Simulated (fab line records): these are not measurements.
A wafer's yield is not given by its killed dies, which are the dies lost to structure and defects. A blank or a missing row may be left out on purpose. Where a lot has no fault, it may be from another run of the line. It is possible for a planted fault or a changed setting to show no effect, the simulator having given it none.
Split-lot trial | flow sky130 | on a route of 708 steps: 5 lots, 23 wafers read

== SPLIT DETAILS ==
At SKY_METAL1_COAT_10 (resist thk 450 nm), the setting resistThkNm was moved away from the recipe's 450 nm on 10 of the 23 wafers read, by -5.7% to +5.1%. For the rest of the wafers, this setting stayed at what the recipe calls for.

== FROM THE SPLIT TO THE READING: what the file shows between them, 4 steps ==
- SKY_METAL1_SOFTBAKE_11: time 90 s
- SKY_METAL1_EXPOSE_12: exposes mask MM1, target cd 140 nm
- SKY_METAL1_DESCUM_17: chemistry O2, time 8 s
- SKY_METAL1_ETCH_18: etches BARC in N2/H2, stops on SiO2, time 45.9 s, target depth 60 nm

== THE READING ==
KrF-thick_of_METAL1_COAT_10.thkNm (the simulator's own value, which no gauge read), in nm, at SKY_METAL1_METAL_ETCH_19 (etches the open film in Cl2/BCl3, stops on SiO2, target depth 360 nm, time 78 s). The file gives no usual value for it. Here, 13 wafers ran the recipe; their average is 158.5 nm with a standard deviation of 5.9 nm.

wafer  | tool, chamber at the split | resistThkNm as run, nm | against the recipe | KrF-thick_of_METAL1_COAT_10.thkNm, nm | against lot-mates on the recipe
L074.1 | lithoTrack-03, 0           | 450                    | recipe             | 153.7                                 | -
L074.2 | lithoTrack-03, 0           | 424.4                  | -5.7%              | 127.7                                 | -24.8
L074.3 | lithoTrack-03, 0           | 450                    | recipe             | 151.8                                 | -
L074.4 | lithoTrack-03, 0           | 450                    | recipe             | 152                                   | -
L074.6 | lithoTrack-03, 0           | 424.4                  | -5.7%              | 125.3                                 | -27.2
L075.1 | lithoTrack-03, 0           | 442.3                  | -1.7%              | 151.8                                 | -10.3
L075.3 | lithoTrack-03, 0           | 450                    | recipe             | 159.9                                 | -
L075.4 | lithoTrack-03, 0           | 450                    | recipe             | 164.4                                 | -
L075.5 | lithoTrack-03, 0           | 442.3                  | -1.7%              | 149.3                                 | -12.8
L075.6 | lithoTrack-03, 0           | 442.3                  | -1.7%              | 155.9                                 | -6.2
L076.1 | lithoTrack-04, 0           | 450                    | recipe             | 168.2                                 | -
L076.2 | lithoTrack-04, 0           | 450                    | recipe             | 146.5                                 | -
L076.3 | lithoTrack-04, 0           | 472.8                  | +5.1%              | 187.5                                 | +28.0
L076.5 | lithoTrack-04, 0           | 472.8                  | +5.1%              | 169.7                                 | +10.2
L076.6 | lithoTrack-04, 0           | 450                    | recipe             | 163.7                                 | -
L077.1 | lithoTrack-03, 0           | 439.5                  | -2.3%              | 148.9                                 | -10.5
L077.2 | lithoTrack-03, 0           | 450                    | recipe             | 160.2                                 | -
L077.3 | lithoTrack-03, 0           | 439.5                  | -2.3%              | 147.4                                 | -12.0
L077.4 | lithoTrack-03, 0           | 439.5                  | -2.3%              | 150.4                                 | -9.0
L077.6 | lithoTrack-03, 0           | 450                    | recipe             | 158.7                                 | -
L081.1 | lithoTrack-01, 0           | 450                    | recipe             | 160.6                                 | -
L081.2 | lithoTrack-01, 0           | 450                    | recipe             | 156.6                                 | -
L081.3 | lithoTrack-01, 0           | 450                    | recipe             | 163.7                                 | -

THE FIT
A straight line over all 23 wafers: KrF-thick_of_METAL1_COAT_10.thkNm changes by +4.68 nm for each +1% of resistThkNm; r = +0.89; the points scatter about the line by 5.9 nm.
The same after taking each lot's own level away (the mean of its wafers on the recipe; 23 wafers): +4.28 nm for each +1%; r = +0.91; scatter 4.9 nm.
The reading moves by 24 nm for the largest change in resistThkNm, on that fit.
From 152.50 to 162.15 nm: that is the span of the lots' own levels, equal to 1.6 times the standard deviation above.
The two slopes are in agreement: the lot-to-lot level therefore moves the slope only a little.
Check: -25.2 nm against its lot-mates is what the line predicts for one of the wafers moved furthest among these (-5.7%) when that wafer is left out of the fit. It came out at -24.8 nm against them.

== THE WHOLE CHAIN: every reading that the file lists as answering this split, in the file's order ==
step                     | what it does                                                                    | reading                                                                            | change (the file's fit)              | r (the file's)
SKY_METAL1_COAT_10       | resist thk 450 nm                                                               | KrF-thick_of_METAL1_COAT_10.thkNm (the simulator's own value, which no gauge read) | +4.62 nm for each +1% of the setting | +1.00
SKY_METAL1_METAL_ETCH_19 | etches the open film in Cl2/BCl3, stops on SiO2, target depth 360 nm, time 78 s | KrF-thick_of_METAL1_COAT_10.thkNm (the simulator's own value, which no gauge read) | +4.31 nm for each +1% of the setting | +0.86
SKY_METAL1_STRIP_20      | strips in O2/N2                                                                 | stripTimeToEndpointS                                                               | withheld for each +1% of the setting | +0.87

== FILE'S OWN FIT ==
KrF-thick_of_METAL1_COAT_10.thkNm changes by +4.31 nm for each +1% of resistThkNm, r = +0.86.
